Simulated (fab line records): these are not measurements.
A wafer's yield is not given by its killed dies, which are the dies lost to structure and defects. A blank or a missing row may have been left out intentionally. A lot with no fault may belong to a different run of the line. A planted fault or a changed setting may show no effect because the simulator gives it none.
The tool behind it: which one? ; flow gf180mcu ; 13 lots with 39 wafers sampled at 5 steps, on a route of 602 steps

## WHAT THE GAUGES SHOWED, per wafer
GF_POLY_GATE_CD_MEAS_18. Usual: 279.7 nm for cd_nm, sd 1.8.
lot;measured;on;cd_nm (nm);flag
L192;day 9 18:24;cd_sem-02;280.6 279.2 279.9;
L193;day 9 23:53;cd_sem-02;278.2 282.8 280.9;
L195;day 10 13:16;cd_sem-02;282.1 280.3 283.3;
L196;day 10 20:59;cd_sem-01;279.2 278.4 280.3;
L198;day 11 10:17;cd_sem-01;281.5 279.3 282.0;
L199;day 11 16:24;cd_sem-01;279.3 280.4 279.4;
L200;day 12 02:10;cd_sem-01;280.3 281.0 280.2;
L202;day 12 12:13;cd_sem-02;281.8 281.5 280.4;
L210;day 15 04:25;cd_sem-01;279.8 279.5 279.8;
L211;day 15 08:33;cd_sem-01;277.6 277.3 277.7;
L212;day 15 13:43;cd_sem-01;282.8 279.5 281.4;
L214;day 16 05:08;cd_sem-02;276.7 279.0 280.7;
L215;day 16 13:44;cd_sem-01;278.9 280.8 278.1;

GF_HV_LDD_TW_MEAS_50. Usual: for HV_LDD_4_TW the level is 567 and the standard deviation is 4.9.
lot;measured;on;HV_LDD_4_TW;flag
L192;day 13 02:50;film_metro-04;570 571 573;
L193;day 13 07:01;film_metro-02;558 559 560;
L195;day 14 00:21;film_metro-02;562 565 565;
L196;day 14 05:44;film_metro-02;565 565 565;
L198;day 14 23:00;film_metro-02;566 566 561;
L199;day 15 04:43;film_metro-04;546 545 546;OFF
L200;day 15 15:27;film_metro-04;547 547 552;OFF
L202;day 16 03:14;film_metro-03;566 568 569;
L210;day 19 03:05;film_metro-02;570 568 564;
L211;day 19 10:09;film_metro-04;573 571 570;
L212;day 19 14:30;film_metro-04;572 574 571;
L214;day 20 06:00;film_metro-02;562 561 563;
L215;day 20 15:54;film_metro-03;567 567 569;

## WHICH TOOL RAN EACH LOT (tool, then ch and the chambers of the sampled wafers, then the start)
lot;GF_POLY_GATE_ETCH_12;GF_HV_LDD_STRIP_22;GF_HV_LDD_IMPLANT_48
L192;rie_diel-01 ch 0,1,3, day 9 16:00;plasma_asher-03 ch 0,1, day 11 09:07;implanter-03 ch 0, day 13 02:35
L193;rie_diel-02 ch 1,2,3, day 9 22:17;plasma_asher-01 ch 0,1, day 11 14:16;implanter-03 ch 0, day 13 06:46
L195;rie_diel-02 ch 0,1,2, day 10 11:40;plasma_asher-01 ch 0,1, day 12 05:10;implanter-03 ch 0, day 14 00:07
L196;rie_diel-01 ch 0,1,2, day 10 19:03;plasma_asher-02 ch 0,1, day 12 11:43;implanter-03 ch 0, day 14 05:29
L198;rie_diel-04 ch 0,2,3, day 11 08:40;plasma_asher-02 ch 0,1, day 13 03:07;implanter-02 ch 0, day 14 22:45
L199;rie_diel-02 ch 1,2, day 11 14:15;plasma_asher-02 ch 1, day 13 09:20;implanter-03 ch 0, day 15 04:29
L200;rie_diel-01 ch 0,1,3, day 12 00:36;plasma_asher-03 ch 0,1, day 13 18:49;implanter-03 ch 0, day 15 15:12
L202;rie_diel-02 ch 0,1, day 12 10:18;plasma_asher-01 ch 0,1, day 14 06:28;implanter-01 ch 0, day 16 03:02
L210;rie_diel-01 ch 0,2, day 15 02:10;plasma_asher-01 ch 0,1, day 17 01:59;implanter-02 ch 0, day 19 02:50
L211;rie_diel-01 ch 0,2, day 15 06:58;plasma_asher-01 ch 0,1, day 17 07:24;implanter-01 ch 0, day 19 09:55
L212;rie_diel-02 ch 0,1, day 15 12:07;plasma_asher-01 ch 0,1, day 17 12:00;implanter-01 ch 0, day 19 14:15
L214;rie_diel-04 ch 2,3, day 16 03:34;plasma_asher-03 ch 0,1, day 18 04:09;implanter-01 ch 0, day 20 05:45
L215;rie_diel-01 ch 1,2,3, day 16 10:49;plasma_asher-03 ch 0,1, day 18 13:47;implanter-02 ch 0, day 20 15:39
- GF_POLY_GATE_ETCH_12: etches BARC in N2/H2.
- GF_HV_LDD_STRIP_22: strips in O2/N2.
- GF_HV_LDD_IMPLANT_48

## WHAT THE TOOLS THEMSELVES READ (means of the sampled wafers that have a number; where no wafer has one, the mark that the record gives instead)
GF_POLY_GATE_ETCH_12. Usual: drypump_motor_current_A 5.6 A, standard deviation 0.37; h2_flow_sccm 199.9 sccm, standard deviation 0.63; oes_product_au 0.736 a.u., standard deviation 0.0047; throttle_valve_pct 13.214 %, standard deviation 0.0082.
lot;tool;drypump_motor_current_A (A);h2_flow_sccm (sccm);oes_product_au (a.u.);throttle_valve_pct (%);flag
L192;rie_diel-01;5.7;199.1;0.736;13.215;
L193;rie_diel-02;5.2;199.9;0.736;13.217;
L195;rie_diel-02;5.4;199.7;0.734;13.208;
L196;rie_diel-01;5.9;199.9;0.738;13.218;
L198;rie_diel-04;5.4;200.3;0.734;13.220;
L199;rie_diel-02;5.2;199.5;0.734;13.211;
L200;rie_diel-01;5.8;200.0;0.738;13.218;
L202;rie_diel-02;5.5;200.3;0.740;13.216;
L210;rie_diel-01;5.9;199.5;0.735;13.212;
L211;rie_diel-01;5.9;200.0;0.735;13.215;
L212;rie_diel-02;5.2;199.5;0.731;13.215;
L214;rie_diel-04;5.4;200.6;0.738;13.206;
L215;rie_diel-01;5.8;200.1;0.728;13.218;

GF_HV_LDD_STRIP_22. Usual: drypump_motor_current_A 5.7 A, standard deviation 0.46; heater_power_w 305 W, standard deviation 39; oes_product_au 0.716 a.u., standard deviation 0.0048; strip_time_to_endpoint_s 12.62 s, standard deviation 0.035.
lot;tool;drypump_motor_current_A (A);heater_power_w (W);oes_product_au (a.u.);strip_time_to_endpoint_s (s);flag
L192;plasma_asher-03;5.9;294;0.713;12.63;
L193;plasma_asher-01;5.3;299;0.716;12.66;
L195;plasma_asher-01;5.3;299;0.711;12.64;
L196;plasma_asher-02;6.2;333;0.717;12.66;
L198;plasma_asher-02;6.4;365;0.719;12.62;
L199;plasma_asher-02;6.1;305;0.717;12.64;
L200;plasma_asher-03;5.7;291;0.718;12.60;
L202;plasma_asher-01;5.3;300;0.717;12.59;
L210;plasma_asher-01;5.4;282;0.712;12.64;
L211;plasma_asher-01;5.4;282;0.722;12.62;
L212;plasma_asher-01;5.4;278;0.718;12.58;
L214;plasma_asher-03;5.9;292;0.719;12.63;
L215;plasma_asher-03;5.8;293;0.720;12.60;

GF_HV_LDD_IMPLANT_48. Usual: 24.999 for beam_energy_keV, sd 0.0078.
lot;tool;beam_energy_keV;flag
L192;implanter-03;25.008;
L193;implanter-03;25.004;
L195;implanter-03;24.999;
L196;implanter-03;25.000;
L198;implanter-02;24.993;
L199;implanter-03;20.300;OFF
L200;implanter-03;20.302;OFF
L202;implanter-01;24.997;
L210;implanter-02;25.011;
L211;implanter-01;24.994;
L212;implanter-01;25.009;
L214;implanter-01;25.001;
L215;implanter-02;25.003;

## THE ANSWER, worked out from the rows above alone
Rule: lot off if the mean of its wafers having a number is beyond 3 standard deviations from the usual mean. Also off: a lot with no number at a reading for which 4 or more lots have one. All remaining lots with rows at the step are treated as sound. Order of review: gauges by route order, followed by the tools' own readings, for which a lot's mean as printed above is used. The first step at which some lot is off is used, and at that step the reading that is off furthest; a lot without a number counts as furthest.
Off: at GF_HV_LDD_TW_MEAS_50 (HV_LDD_4_TW), L199, L200.
If a tool, at a process step before that reading, ran all the lots that are off and no sound lot after the first of them, it fits. Not tried: the gauges at GF_HV_LDD_TW_MEAS_50; whatever is off there is also off at GF_HV_LDD_IMPLANT_48, on other tools, and gauge error can't account for it. One fits: implanter-03 at GF_HV_LDD_IMPLANT_48. Its last sound lot is L196 (day 14 05:29), its first lot that is off L199 (day 15 04:29): a fault that began between those two fits.
On the lots that are off, the tool's own readings at GF_HV_LDD_IMPLANT_48 differ by more than 5 times the standard deviation of the sound lots' means, which bears it out; beam_energy_keV reads 20.301 there versus 25.002 on the sound lots.

## WHAT THE SIMULATOR HAD PUT IN
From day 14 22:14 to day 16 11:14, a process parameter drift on implanter-03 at GF_HV_LDD_IMPLANT_48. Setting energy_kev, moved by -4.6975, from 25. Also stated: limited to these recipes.
Struck lots among those shown: L199, L200. The rule above found the same.
